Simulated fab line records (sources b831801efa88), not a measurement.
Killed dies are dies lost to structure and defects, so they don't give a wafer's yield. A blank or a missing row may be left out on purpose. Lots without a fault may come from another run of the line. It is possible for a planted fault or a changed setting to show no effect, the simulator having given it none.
A sampling plan put to the test | flow sky130 | 19 faults told of in these records, all on one fab line, each judged by the records of the lots it struck
The line's own looks make up the plan; these are the steps of the route where a gauge or inspection reads the wafer and leaves it unchanged. Where struck wafers have a number at a look and the file lists that look's usual mean and standard deviation on fault-free wafers, the look can be judged. Caught: the struck wafers' mean, at a look after the fault's first step, is 4 or more of those standard deviations (sigma) away from the usual mean. On the tool: the identical test, applied to the tool's own readings at the steps of the fault. If the struck wafers alone have a blank record, or they carry another recipe, that too counts as caught.

## THE FAULTS, as the simulator had put them in
1. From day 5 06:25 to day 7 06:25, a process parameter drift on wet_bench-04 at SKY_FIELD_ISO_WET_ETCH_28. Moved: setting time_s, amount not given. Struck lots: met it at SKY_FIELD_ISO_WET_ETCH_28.
2. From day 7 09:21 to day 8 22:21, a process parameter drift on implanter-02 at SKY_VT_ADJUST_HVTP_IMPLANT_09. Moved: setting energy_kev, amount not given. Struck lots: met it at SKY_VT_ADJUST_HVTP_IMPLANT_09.
3. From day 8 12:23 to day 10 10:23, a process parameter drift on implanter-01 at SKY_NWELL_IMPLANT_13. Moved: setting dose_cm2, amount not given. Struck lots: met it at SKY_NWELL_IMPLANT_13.
4. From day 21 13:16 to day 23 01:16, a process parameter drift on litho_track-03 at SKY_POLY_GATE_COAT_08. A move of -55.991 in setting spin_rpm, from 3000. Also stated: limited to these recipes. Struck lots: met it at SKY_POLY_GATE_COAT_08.
5. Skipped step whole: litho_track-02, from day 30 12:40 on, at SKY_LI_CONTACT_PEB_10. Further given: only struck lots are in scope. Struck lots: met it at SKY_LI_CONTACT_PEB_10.
6. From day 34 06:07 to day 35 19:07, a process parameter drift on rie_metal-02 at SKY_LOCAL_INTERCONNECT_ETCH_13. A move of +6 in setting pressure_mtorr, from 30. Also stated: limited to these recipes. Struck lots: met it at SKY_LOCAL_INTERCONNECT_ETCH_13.
7. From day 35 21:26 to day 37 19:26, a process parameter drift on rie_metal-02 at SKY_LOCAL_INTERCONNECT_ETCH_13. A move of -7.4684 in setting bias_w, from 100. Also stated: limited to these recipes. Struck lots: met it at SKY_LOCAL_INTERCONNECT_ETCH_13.
8. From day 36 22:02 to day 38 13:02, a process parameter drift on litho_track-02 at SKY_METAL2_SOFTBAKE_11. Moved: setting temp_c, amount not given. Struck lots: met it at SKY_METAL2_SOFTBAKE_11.
9. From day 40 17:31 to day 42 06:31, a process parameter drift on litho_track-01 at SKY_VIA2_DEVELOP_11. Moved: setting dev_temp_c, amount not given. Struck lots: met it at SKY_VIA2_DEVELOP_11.
10. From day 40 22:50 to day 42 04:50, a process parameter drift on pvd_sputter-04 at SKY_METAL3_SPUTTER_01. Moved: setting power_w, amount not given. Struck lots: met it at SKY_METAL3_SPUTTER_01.
11. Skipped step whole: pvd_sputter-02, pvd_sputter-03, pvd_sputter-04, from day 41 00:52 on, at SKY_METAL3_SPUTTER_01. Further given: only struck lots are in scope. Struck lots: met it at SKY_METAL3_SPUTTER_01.
12. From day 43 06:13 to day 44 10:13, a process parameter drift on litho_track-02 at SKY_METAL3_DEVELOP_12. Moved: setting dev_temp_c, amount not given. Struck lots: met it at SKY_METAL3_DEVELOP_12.
13. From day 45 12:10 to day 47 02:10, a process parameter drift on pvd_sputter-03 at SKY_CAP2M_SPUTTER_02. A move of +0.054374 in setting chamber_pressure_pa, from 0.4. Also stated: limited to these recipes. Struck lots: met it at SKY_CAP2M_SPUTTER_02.
14. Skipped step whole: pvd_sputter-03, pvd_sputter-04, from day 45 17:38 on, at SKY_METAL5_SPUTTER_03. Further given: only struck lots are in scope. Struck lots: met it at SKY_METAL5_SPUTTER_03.
15. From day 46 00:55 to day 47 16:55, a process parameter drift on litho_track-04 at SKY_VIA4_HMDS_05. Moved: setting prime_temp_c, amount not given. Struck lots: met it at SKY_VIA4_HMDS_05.
16. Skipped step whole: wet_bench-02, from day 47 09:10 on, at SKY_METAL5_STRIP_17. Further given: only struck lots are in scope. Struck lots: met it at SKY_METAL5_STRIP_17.
17. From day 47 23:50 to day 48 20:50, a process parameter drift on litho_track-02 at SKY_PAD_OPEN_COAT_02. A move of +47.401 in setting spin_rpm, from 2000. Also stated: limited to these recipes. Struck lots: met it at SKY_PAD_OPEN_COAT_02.
18. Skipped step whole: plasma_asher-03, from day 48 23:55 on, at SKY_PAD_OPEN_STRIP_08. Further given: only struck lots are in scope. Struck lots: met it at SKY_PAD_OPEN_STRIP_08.
19. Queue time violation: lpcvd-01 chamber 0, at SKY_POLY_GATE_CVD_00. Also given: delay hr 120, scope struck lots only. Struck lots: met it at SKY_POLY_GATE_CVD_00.

## WHAT THE PLAN SAW
fault | on the tool itself                               | first look that catches it                      | reading, sigma | median hours from its first step to that look | hours from the fault's start to the first struck lot there | judged looks passed uncaught
1     | run_length_s +10 sigma                           | none of the 2 looks that can be judged after it | -              | -                                             | -                                                          | 2
2     | beam_energy_keV +99 or beyond sigma              | no look after it can be judged                  | -              | -                                             | -                                                          | 0
3     | dose_ions_cm2 +16 sigma                          | no look after it can be judged                  | -              | -                                             | -                                                          | 0
4     | spin_speed_rpm -30 sigma                         | no look after it can be judged                  | -              | -                                             | -                                                          | 0
5     | no reading that can be judged                    | no look after it can be judged                  | -              | -                                             | -                                                          | 0
6     | chamber_pressure_mTorr +99 or beyond sigma       | no look after it can be judged                  | -              | -                                             | -                                                          | 0
7     | bias_w -22 sigma                                 | no look after it can be judged                  | -              | -                                             | -                                                          | 0
8     | heater_power_total_W +11 sigma                   | no look after it can be judged                  | -              | -                                             | -                                                          | 0
9     | developer_temp_C -6.5 sigma                      | no look after it can be judged                  | -              | -                                             | -                                                          | 0
10    | cathode_dc_power_W +99 or beyond sigma           | no look after it can be judged                  | -              | -                                             | -                                                          | 0
11    | the tool's record is blank for the struck wafers | no look after it can be judged                  | -              | -                                             | -                                                          | 0
12    | developer_temp_C +5.1 sigma                      | not the one look that can be judged after it    | -              | -                                             | -                                                          | 1
13    | chamber_pressure_pa +60 sigma                    | no look after it can be judged                  | -              | -                                             | -                                                          | 0
14    | the tool's record is blank for the struck wafers | no look after it can be judged                  | -              | -                                             | -                                                          | 0
15    | prime_temp_c -42 sigma                           | no look after it can be judged                  | -              | -                                             | -                                                          | 0
16    | the tool's record is blank for the struck wafers | no look after it can be judged                  | -              | -                                             | -                                                          | 0
17    | spin_speed_rpm +36 sigma                         | no look after it can be judged                  | -              | -                                             | -                                                          | 0
18    | the tool's record is blank for the struck wafers | no look after it can be judged                  | -              | -                                             | -                                                          | 0
19    | under 2 sigma                                    | not the one look that can be judged after it    | -              | -                                             | -                                                          | 1
A dash: the fault is not caught, or the number is missing from these records.

Caught at a look: 0 of 19. Caught on the tool: 17 of 19. By one or the other: 17 of 19.
On the tool alone, faults 1, 2, 3, 4, 6, 7, 8, 9, 10, 11, 12, 13, 14, 15, 16, 17, 18 were caught.
Caught by neither: faults 5, 19.
